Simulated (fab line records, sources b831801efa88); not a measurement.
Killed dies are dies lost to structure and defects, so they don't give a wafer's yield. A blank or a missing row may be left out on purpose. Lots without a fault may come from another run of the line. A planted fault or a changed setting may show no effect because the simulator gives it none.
fab line records | flow sky130
record lots=5 wafers=15 last_day=50
route steps=708 shown METAL1@441
lots that met no fault: from a run of the same line without faults
start_h: hours from the record's first day to the start of the lot's first wafer shown | wait_h: hours since the lot's step before | " the same as in the row above | L1.1+2: a row that stands for several wafers | - no value, or no start given | * or withheld: withheld | < > ~ a bound
route shown NAME@n: a module of which the file shows steps, and the number in the route of the first | usual: mean/standard deviation of fault-free wafers | same: alike in all rows | chamber/n: place in a boat | sites: the reading at each site | _std_site: their standard deviation | _edge_site: outer sites' mean less inner sites' | radius_mm: how far each site lies from the wafer's centre | mask NAME#n: copy n | behind: the tool/chamber that last shaped the wafer | hold: why the lot was held/for how many hours/how that ended | device: the transistor (n, p or np) that didn't switch | end of line: the same wafers' tests at the end of the route | a step without rows: its recipe alone | killed: dies lost to structure and defects at the first sort, not the wafer's yield | map: a wafer's dies, x killed, . not, _ none there
set.NAME: the setting as run; set.NAME@STEP: as run at that earlier step | model.NAME: the simulator's own value behind a step, which no gauge read
lots at some steps of the route; a table a step, a row a wafer
services: from which hour (start_h, from the record's first day; less than 0 if before it) a tool's chamber was out of use, for how many hours, and why
## steps
# step SKY_METAL1_DEHYDRATE_07
# recipe temp_c=200 time_s=60
# step SKY_METAL1_HMDS_08
# recipe prime_time_s=60 prime_temp_c=120
# step SKY_METAL1_COAT_09
# recipe resist=BARC temp_c=withheld time_s=withheld spin_rpm=3000 resist_thk_nm=60
# step SKY_METAL1_COAT_10
# recipe resist=KrF-thick spin_rpm=3000 resist_thk_nm=450
# step SKY_METAL1_SOFTBAKE_11
# recipe temp_c=100 time_s=90 resist=KrF-thick
# step SKY_METAL1_EXPOSE_12
# recipe mask_id=MM1 na=0.8 source_shape=annular sigma_inner=0.55 sigma_outer=0.85 target_cd_nm=140 dose_mj=28
# step SKY_METAL1_PEB_13
# recipe peb_temp_c=withheld peb_time_s=withheld resist=KrF-thick
# step SKY_METAL1_DEVELOP_14
# recipe develop_time_s=60 resist=KrF-thick dev_temp_c=21
# step SKY_METAL1_CD_MEAS_15
# recipe target_cd_nm=140
# usual cd_nm=140.6/1.7
# columns lot.wafer tool chamber start_h wait_h cd_nm
L330.1 cd_sem-02 - 797.89 - 141.9
L330.5 " - " " 142.1
L330.6 " - " " 143.1
L332.4 cd_sem-02 - 819.95 - 140.2
L332.5 " - " " 140.9
L332.6 " - " " 140.0
L345.2 cd_sem-01 - 909.02 - 138.6
L345.3 " - " " 140.4
L345.5 " - " " 139.5
L346.3 cd_sem-02 - 915.09 - 140.6
L346.4 " - " " 142.2
L346.5 " - " " 139.4
L348.3 cd_sem-02 - 921.68 - 135.1
L348.4 " - " " 136.5
L348.6 " - " " 137.5
# step SKY_METAL1_OVL_MEAS_16
# usual METAL1_OVL=0/6
# columns lot.wafer tool chamber start_h wait_h METAL1_OVL[nm]
L330.1 overlay-01 - 798.01 0.1 -3
L330.5 " - " " 0
L330.6 " - " " -5
L332.4 overlay-01 - 820.03 0.1 5
L332.5 " - " " 14
L332.6 " - " " 6
L345.2 overlay-02 - 909.12 0.1 8
L345.3 " - " " -1
L345.5 " - " " 6
L346.3 overlay-02 - 915.18 0.1 2
L346.4 " - " " 1
L346.5 " - " " 2
L348.3 overlay-01 - 921.78 0.1 10
L348.4 " - " " -2
L348.6 " - " " 7
# step SKY_METAL1_DESCUM_17
# recipe chemistry=O2 source_power_w=150 bias_power_w=0 pressure_mtorr=10 temp_c=40 time_s=8
# usual drypump_motor_current_A=5.8/0.46 oes_product_au=1.003/0.0081
# columns lot.wafer tool chamber start_h wait_h drypump_motor_current_A oes_product_au rf_hours_counter_h
L330.1 rie_metal-01 1 798.05 0.0 6.4 1.020 12
L330.5 " 0 " " 6.0 1.005 -
L330.6 " 1 " " 6.4 1.018 -
L332.4 rie_metal-01 1 820.06 0.0 6.3 1.014 -
L332.5 " 0 " " 6.0 1.008 -
L332.6 " 1 " " 6.4 1.025 -
L345.2 rie_metal-03 0 909.15 0.0 5.5 1.005 7
L345.3 " 0 " " 5.6 0.992 -
L345.5 " 0 " " 5.5 0.992 -
L346.3 rie_metal-02 1 915.21 0.0 5.7 0.998 -
L346.4 " 0 " " 5.0 0.986 -
L346.5 " 0 " " 5.0 1.006 -
L348.3 rie_metal-02 0 921.81 0.0 5.0 0.999 -
L348.4 " 1 " " 5.7 1.012 -
L348.6 " 1 " " 5.7 1.000 -
# step SKY_METAL1_ETCH_18
# recipe chemistry=N2/H2 target=BARC ion_energy_ev=200 bias_w=100 pressure_mtorr=30 n2_flow_sccm=100 h2_flow_sccm=200 icp_w=500 stop_on=SiO2 time_s=45.9 target_depth_a=600
# usual bias_w=100.02/0.29 drypump_motor_current_A=5.8/0.46 oes_product_au=0.855/0.0047 throttle_valve_pct=13.225/0.009
# columns lot.wafer tool chamber start_h wait_h bias_w drypump_motor_current_A oes_product_au rf_hours_counter_h throttle_valve_pct
L330.1 rie_metal-01 1 798.08 0.0 99.27 6.4 0.855 12 13.233
L330.5 " 0 " " 99.84 6.0 0.856 - 13.229
L330.6 " 1 " " 100.14 6.4 0.852 - 13.246
L332.4 rie_metal-01 1 820.10 0.0 100.13 6.4 0.855 - 13.234
L332.5 " 0 " " 100.01 6.0 0.854 - 13.217
L332.6 " 1 " " 99.81 6.4 0.856 - 13.203
L345.2 rie_metal-03 0 909.18 0.0 100.21 5.5 0.854 7 13.233
L345.3 " 0 " " 99.90 5.5 0.850 - 13.234
L345.5 " 0 " " 100.40 5.5 0.854 - 13.215
L346.3 rie_metal-02 1 915.26 0.0 99.69 5.7 0.851 - 13.221
L346.4 " 0 " " 99.39 5.0 0.859 - 13.225
L346.5 " 0 " " 100.20 5.0 0.858 - 13.219
L348.3 rie_metal-02 0 921.85 0.0 99.84 5.0 0.859 - 13.237
L348.4 " 1 " " 99.89 5.8 0.858 - 13.220
L348.6 " 1 " " 100.42 5.8 0.853 - 13.212
# step SKY_METAL1_METAL_ETCH_19
# recipe target_depth_a=3600 stop_on=SiO2 over_etch_frac=0.3 time_s=78 chemistry=Cl2/BCl3 resist_sidewall_deg=88 pressure_mtorr=10 icp_w=900 bias_w=48.5 Cl2_flow_sccm=60 bcl3_flow_sccm=30
# usual bias_w=48.49/0.13 drypump_motor_current_A=5.8/0.46 oes_product_au=0.853/0.0055 throttle_valve_pct=22.264/0.0093
# columns lot.wafer tool chamber start_h wait_h bias_w drypump_motor_current_A oes_product_au rf_hours_counter_h throttle_valve_pct model.KrF-thick_of_METAL1_COAT_10.thk_nm model.METAL1.feature_depth_nm model.etch.depth_nm
L330.1 rie_metal-01 1 798.14 0.0 48.28 6.4 0.859 12 22.273 152.9 359.3 359.3
L330.5 " 0 " " 48.52 6.0 0.849 - 22.262 156.4 360.2 360.2
L330.6 " 1 " " 48.22 6.4 0.858 - 22.267 154.8 360.5 360.5
L332.4 rie_metal-01 1 820.17 0.1 48.38 6.4 0.784 - 22.276 238.7 307.6 307.6
L332.5 " 0 " " 48.50 6.0 0.775 - 22.268 243.2 304 304
L332.6 " 1 " " 48.59 6.4 0.779 - 22.281 240.6 305.1 305.1
L345.2 rie_metal-03 0 909.25 0.0 48.53 5.6 0.857 7 22.268 161.6 360.4 360.4
L345.3 " 0 " " 48.61 5.6 0.859 - 22.274 160.7 361.1 361.1
L345.5 " 0 " " 48.51 5.6 0.857 - 22.255 157 359.8 359.8
L346.3 rie_metal-02 1 915.33 0.1 48.42 5.7 0.860 - 22.258 158.5 357.6 357.6
L346.4 " 0 " " 48.29 5.0 0.845 - 22.276 159.9 355 355
L346.5 " 0 " " 48.55 5.0 0.850 - 22.260 160.3 356.6 356.6
L348.3 rie_metal-02 0 921.92 0.1 48.53 5.0 0.842 - 22.272 159.3 360.8 360.8
L348.4 " 1 " " 48.42 5.7 0.847 - 22.275 157.7 358.2 358.2
L348.6 " 1 " " 48.59 5.7 0.849 - 22.253 157.7 360 360
# step SKY_METAL1_STRIP_20
# recipe chemistry=O2/N2 power_w=1400 pressure_mtorr=1500 platen_temp_c=withheld o2_flow_sccm=3000 n2_flow_sccm=300 overash_fraction=0.5
# usual drypump_motor_current_A=5.9/0.42 o2_flow_sccm=3001/10 oes_product_au=0.342/0.0048 strip_time_to_endpoint_s=2.68/0.035
# same overash_fraction=0.5
# columns lot.wafer tool chamber start_h wait_h drypump_motor_current_A o2_flow_sccm oes_product_au rf_hours_counter_h strip_time_to_endpoint_s
L330.1 plasma_asher-01 1 798.23 0.1 5.6 2988 0.344 4 2.63
L330.5 " 1 " " 5.6 2988 0.343 - 2.66
L330.6 " 0 " " 6.1 2994 0.341 - 2.66
L332.4 plasma_asher-03 0 820.27 0.1 5.8 3003 0.374 - 3.57
L332.5 " 0 " " 5.8 3003 0.377 - 3.62
L332.6 " 1 " " 5.3 2990 0.372 - 3.58
L345.2 plasma_asher-03 0 909.34 0.1 5.8 3010 0.354 83 2.73
L345.3 " 1 " " 5.3 2995 0.344 - 2.73
L345.5 " 1 " " 5.3 2998 0.341 - 2.67
L346.3 plasma_asher-04 1 915.42 0.1 6.6 2989 0.340 - 2.68
L346.4 " 0 " " 5.7 3022 0.345 - 2.73
L346.5 " 0 " " 5.7 3014 0.342 - 2.73
L348.3 plasma_asher-01 0 922.02 0.1 6.1 2996 0.345 - 2.70
L348.4 " 1 " " 5.6 2994 0.345 - 2.67
L348.6 " 0 " " 6.1 3009 0.338 - 2.68
# step SKY_METAL1_STRIP_21
# recipe chemistry=post_etch_residue_remover time_s=1200 temp_c=72.5
## services
# columns tool chamber start_h hours kind
plasma_asher-04 - 797.57 4.3 pm
rie_metal-03 - 814.19 0.5 repair
plasma_asher-01 - 838.78 2.8 pm
plasma_asher-04 - 897.30 12.7 repair
## key
first_sign step=SKY_METAL1_METAL_ETCH_19 reading=oes_product_au direction=down sigmas=13 usual=0.853 struck=0.780
effect step=SKY_METAL1_STRIP_20 reading=strip_time_to_endpoint_s direction=up sigmas=26 usual=* struck=*
model_effect step=SKY_METAL1_METAL_ETCH_19 value=KrF-thick_of_METAL1_COAT_10.thk_nm without=155 struck=240.8
met_at SKY_METAL1_METAL_ETCH_19
struck_wafers L332.4,L332.5,L332.6
later_rows_left_out L332.4,L332.5,L332.6
sort_left_out L332.4,L332.5,L332.6
onset_between 798.14 820.17
fault kind=process_parameter_drift tool=rie_metal-01 chamber=- onset_h=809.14 steps=SKY_METAL1_METAL_ETCH_19 channel=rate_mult offset=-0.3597 shape=step
# sort_left_out: the simulated sort isn't trusted on such a fault, so these wafers' sort isn't shown, and their yield isn't known
# later_rows_left_out: the simulator's readings of these wafers behind a module that went badly wrong aren't trusted and aren't shown, but for the sort
